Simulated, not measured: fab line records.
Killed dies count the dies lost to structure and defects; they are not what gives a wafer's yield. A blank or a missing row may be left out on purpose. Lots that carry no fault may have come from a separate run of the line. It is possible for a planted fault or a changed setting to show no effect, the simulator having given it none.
What tool caused it? + flow gf180mcu + Sampling: 6 lots, 17 wafers, 3 of 602 route steps

== WHAT THE GAUGES SHOWED, per wafer ==
GF_POLY_GATE_THK_MEAS_01.
| lot  | measured     | on            | POLY_GATE_CVD_00_THK (nm) |
|------|--------------|---------------|---------------------------|
| L957 | day 9 06:46  | film_metro-02 | 198.3 199.3 199.3         |
| L961 | day 10 10:03 | film_metro-01 | 200.2 198.8 199.0         |
| L963 | day 11 02:59 | film_metro-02 | 294.9 294.1 293.8         |
| L971 | day 13 11:55 | film_metro-03 | 200.4 198.7 199.4         |
| L974 | day 14 05:16 | film_metro-01 | 203.2 201.7 201.2         |
| L976 | day 14 17:29 | film_metro-02 | 199.0 200.1               |

== TOOL THAT RAN EACH LOT (tool first, then ch and the chambers of the sampled wafers, then the start) ==
| lot  | GF_VT_IMPLANT_STRIP_31               | GF_POLY_GATE_CVD_00         |
|------|--------------------------------------|-----------------------------|
| L957 | plasma_asher-01 ch 1, day 7 16:18    | lpcvd-01 ch 0, day 9 05:26  |
| L961 | plasma_asher-02 ch 0,1, day 8 16:34  | lpcvd-01 ch 1, day 10 08:43 |
| L963 | plasma_asher-02 ch 0,1, day 9 08:36  | lpcvd-01 ch 0, day 11 01:38 |
| L971 | plasma_asher-02 ch 0,1, day 11 15:00 | lpcvd-02 ch 0, day 13 10:34 |
| L974 | plasma_asher-01 ch 0,1, day 12 06:43 | lpcvd-01 ch 0, day 14 03:56 |
| L976 | plasma_asher-02 ch 0,1, day 12 18:39 | lpcvd-02 ch 0, day 14 16:08 |
- GF_VT_IMPLANT_STRIP_31: strips in O2/N2.
- GF_POLY_GATE_CVD_00: deposits poly-Si, target thk 200 nm, time 1200 s.

== THE ANSWER, worked out from the rows above alone ==
Rule: the lots themselves supply what counts as usual. The widest of any qualifying gaps counts: lots, ordered by their means at a reading, are off when they make up no more than a third of the lots, leave a main group of 4 or more, and stand apart from it by 3 or more times the standard deviation of that group's means. A main group is skipped when, at the precision printed for the reading in the tables above, its means are all equal. Also off: a lot with no number at a reading for which 4 or more lots have one. All remaining lots with rows at the step are treated as sound.
Off: at GF_POLY_GATE_THK_MEAS_01 (POLY_GATE_CVD_00_THK), L963. Main group: mean 199.9 nm, sd 1.1.
A tool fits if, at a process step before that reading, it ran every lot that is off, and no sound lot after the first of them. The gauges at GF_POLY_GATE_THK_MEAS_01 are tried like those tools. Of those tried, none fits.

== WHAT THE SIMULATOR HAD INSERTED ==
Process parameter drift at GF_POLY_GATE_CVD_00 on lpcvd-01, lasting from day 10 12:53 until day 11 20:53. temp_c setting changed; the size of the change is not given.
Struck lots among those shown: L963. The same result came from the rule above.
